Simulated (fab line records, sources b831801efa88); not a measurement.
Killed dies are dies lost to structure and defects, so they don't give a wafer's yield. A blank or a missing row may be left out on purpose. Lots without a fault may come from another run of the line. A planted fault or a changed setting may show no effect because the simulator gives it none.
Which tool did it? | flow gf180mcu | 7 lots, 21 wafers sampled, at 3 steps of a route of 602

WHAT THE GAUGES READ, wafer by wafer
GF_M4_OVL_MEAS_15.
lot  | measured     | on         | M4_OVL (nm)
L723 | day 24 04:26 | overlay-02 | 6 11 12
L726 | day 25 06:05 | overlay-02 | -3 -7 -3
L728 | day 26 04:47 | overlay-01 | 4 -1 -3
L731 | day 27 00:05 | overlay-01 | 3 8 0
L735 | day 27 23:17 | overlay-01 | 2 7 9
L739 | day 29 03:35 | overlay-02 | -1 0 8
L741 | day 29 14:11 | overlay-01 | -2 8 -2

WHICH TOOL RAN EACH LOT (tool, then ch and the chambers of the sampled wafers, then the start)
lot  | GF_MVPSD_DEVELOP_06              | GF_M4_SPUTTER_04
L723 | litho_track-01 ch 0, day 5 12:00 | pvd_sputter-03, day 23 06:13
L726 | litho_track-02 ch 0, day 6 02:00 | pvd_sputter-02, day 24 08:37
L728 | litho_track-02 ch 0, day 6 16:00 | pvd_sputter-03, day 25 07:56
L731 | litho_track-01 ch 0, day 7 12:00 | pvd_sputter-03, day 26 03:27
L735 | litho_track-03 ch 0, day 8 12:00 | pvd_sputter-01, day 27 02:55
L739 | litho_track-01 ch 0, day 9 13:00 | pvd_sputter-02, day 28 08:37
L741 | litho_track-01 ch 0, day 9 22:00 | pvd_sputter-01, day 28 18:43
- GF_MVPSD_DEVELOP_06: develop time 60 s.
- GF_M4_SPUTTER_04: material TiN, target thk 50 nm, time 41.7 s.

THE ANSWER, worked out from the rows above alone
Rule: what is usual is taken from the lots themselves. Put in order of their means at a reading, lots are off if they are a third of the lots or fewer, leave a main group of 4 or more, and stand apart from it by a gap of 3 or more times the standard deviation of the main group's means; of several such gaps the widest counts. A main group whose means are all the same, to the digits that the tables above print for the reading, isn't used. A lot without any number at a reading at which 4 lots or more have one is off too. The other lots that the step has rows for count as sound.
No lot is off at any reading shown: from this, nothing can be told.

WHAT THE SIMULATOR HAD PUT IN
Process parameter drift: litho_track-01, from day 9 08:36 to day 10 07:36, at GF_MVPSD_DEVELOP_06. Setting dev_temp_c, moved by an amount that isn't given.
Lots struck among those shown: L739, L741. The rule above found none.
